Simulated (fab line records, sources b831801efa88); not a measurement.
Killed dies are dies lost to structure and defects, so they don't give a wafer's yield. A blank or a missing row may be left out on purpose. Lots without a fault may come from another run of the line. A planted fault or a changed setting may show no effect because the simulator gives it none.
Chamber matching | flow gf180mcu | GF_V1_CVD_02 on pecvd-03: 3 sister chambers
The step deposits SiO2 from TEOS, target thk 850 nm, time 94.851 s. 3 wafers are shown with their chamber, then 8 later ones without.

WAFERS WITH THEIR CHAMBER
wafer  | chamber | heater_power_w (W)
L088.1 | 1       | 651
L088.2 | 2       | 845
L089.1 | 0       | 449

WAFERS WITHOUT THEIR CHAMBER
wafer  | heater_power_w (W)
L089.2 | 828
L089.5 | 874
L091.4 | 683
L091.5 | 792
L091.6 | 432
L096.2 | 367
L096.3 | 660
L096.6 | 682

WHICH CHAMBER EACH WENT THROUGH
wafer  | from the rows above | in truth
L089.2 | 2                   | 2
L089.5 | 2                   | 2
L091.4 | 1                   | 1
L091.5 | 2                   | 2
L091.6 | 0                   | 0
L096.2 | 0                   | 0
L096.3 | 1                   | 1
L096.6 | 1                   | 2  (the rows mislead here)
Placed correctly: 7 of 8. Can't be placed from these rows: 0. Placed wrongly: 1.
How it was worked out, from the rows above alone: a wafer's distance from a chamber is the root of the sum, over the readings, of the square of ((its reading less the chamber's mean) divided by the reading's scatter). The wafer belongs to the nearest chamber; if the next one is less than 2 further off, it can't be placed. A chamber's mean is the mean of its shown wafers. The scatter: with one shown wafer a chamber, the root of the mean of the squares of how far each hidden wafer lies from its nearest shown one.
